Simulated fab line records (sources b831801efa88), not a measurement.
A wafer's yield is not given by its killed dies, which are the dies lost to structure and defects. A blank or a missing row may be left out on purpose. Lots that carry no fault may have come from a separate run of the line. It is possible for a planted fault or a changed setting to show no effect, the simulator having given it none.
8D (eight disciplines) problem report, filled in by code | flow sky130 | the parts of the form that need people (team, actions taken, sign-off) are left out

== 1. PROBLEM STATEMENT ==
Wafers without a fault read 9.99 s, standard deviation 0.21; beam_on_s at SKY_LDD_HVN_IMPLANT_08 reads a mean of 11.04 s on 3 wafers belonging to 3 lots. Relative to the usual mean, that is a shift of +5.0 standard deviations.
Earliest sighting: wafer L413.3 on implanter-03 at day 24 22:48. The record has a number at this step for 18 wafers belonging to 7 lots. The rule behind "out" and "out of limits": a value lying over 4 standard deviations away from the usual mean. All remaining wafers that have a number are taken as sound.

== 2. WHAT IT IS; WHAT IT IS NOT ==
question                    | is                     | is not
which readings at this step | beam_on_s              | end_station_pressure_torr
which lots                  | L413, L414, L418       | L405, L409, L421, L423
which wafers of those lots  | L413.3, L414.3, L418.2 | L413.4, L414.4, L418.5
read on which tools         | implanter-03           | implanter-01, implanter-02
when                        | from day 24 22:48      | up to then (7 sound wafers); but 8 sound wafers of L414, L418, L421, L423 came after

== 3. WHAT RULES OUT EACH SUSPECT ==
Counting: a tool at a process step up to the reading stays a suspect if it ran every lot that is out. Sound lots after the first of them don't rule it out here, since some wafers of a struck lot are sound.
- implanter-03 at SKY_LDD_HVN_IMPLANT_08: kept. It processed each lot that is out (first: L413, day 24 22:48); up to then, its last sound lot is L409 (day 24 16:06). On those wafers its own readings are out: beam_on_s.
Left after counting: implanter-03 at SKY_LDD_HVN_IMPLANT_08.

== 4. THE CAUSE (what the simulator had put in) ==
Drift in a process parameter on implanter-03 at SKY_LDD_HVN_IMPLANT_08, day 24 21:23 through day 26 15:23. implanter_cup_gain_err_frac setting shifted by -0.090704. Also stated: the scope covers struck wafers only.
The count eliminated every tool but this one.

== 5. THE EFFECT CHAIN, in route order ==
One row per reading whose mean, taken over the struck wafers that have a number, lies over 3 standard deviations from the usual. Only readings whose record carries a usual standard deviation are examined. hours: median over the lots of the time between each lot's start at the first step of this table that gives one and its start at this step. sigmas: the change, counted in usual standard deviations.
hours | step                   | reading            | usual  | on struck wafers | change | sigmas
0     | SKY_LDD_HVN_IMPLANT_08 | beam_on_s          | 9.99 s | 11.04            | +1.05  | +5.0
0     | SKY_LDD_HVN_IMPLANT_08 | faraday_current_uA | 169    | 153              | -16    | -4.4
It contains these process steps:
- SKY_LDD_HVN_IMPLANT_08

== 6. WHAT WOULD HAVE CAUGHT IT SOONER ==
In this record the first reading out of limits was taken at day 24 22:48, 1 hour after the fault began at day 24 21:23.
